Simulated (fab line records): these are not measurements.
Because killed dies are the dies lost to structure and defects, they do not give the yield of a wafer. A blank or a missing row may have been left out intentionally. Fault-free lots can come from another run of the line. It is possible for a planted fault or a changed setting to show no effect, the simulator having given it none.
Chamber matching -- flow sky130 -- 4 sister chambers for SKY_VIA4_CMP_02 on cmp-02
The step polishes SiO2. 8 wafers are shown with their chamber, then 12 later ones without.

WAFERS PAIRED WITH THEIR CHAMBERS
wafer,chamber,motorCurrentA (A)
L083.4,2,13.4
L084.6,1,10.5
L088.3,3,10.6
L088.5,3,10.6
L088.6,2,12.8
L090.1,1,11.0
L090.4,0,13.6
L090.5,0,13.5

WAFERS MISSING THEIR CHAMBER
wafer,motorCurrentA (A)
L092.1,10.6
L092.3,13.7
L092.5,10.9
L095.2,12.3
L095.3,13.4
L095.5,10.7
L096.1,13.6
L096.3,13.9
L096.4,10.9
L097.1,11.6
L097.2,14.1
L097.5,13.0

WHICH CHAMBER EACH WENT THROUGH
wafer,from the rows above,in truth
L092.1,can't be placed: 3 or 1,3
L092.3,can't be placed: 0 or 2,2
L092.5,can't be placed: 1 or 3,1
L095.2,can't be placed: 2 or 0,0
L095.3,can't be placed: 0 or 2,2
L095.5,can't be placed: 1 or 3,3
L096.1,can't be placed: 0 or 2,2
L096.3,can't be placed: 0 or 2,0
L096.4,can't be placed: 1 or 3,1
L097.1,can't be placed: 1 or 3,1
L097.2,can't be placed: 0 or 2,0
L097.5,can't be placed: 2 or 0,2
Correct placement for 0 of the 12. Cannot be placed on the basis of these rows: 12; the candidates contain the true chamber in 12. 0 placed wrongly.
How it was worked out, from the rows above alone: a wafer's distance from a chamber is the root of the sum, over the readings, of the square of ((its reading less the chamber's mean) divided by the reading's scatter). The wafer belongs to the nearest chamber; if the next one is less than 2 further off, it can't be placed. Each chamber's mean is taken over the wafers shown for it. The scatter: take each reading less its chamber's mean, square it, sum over the shown wafers, divide by the number of wafers less the number of chambers, and take the root.
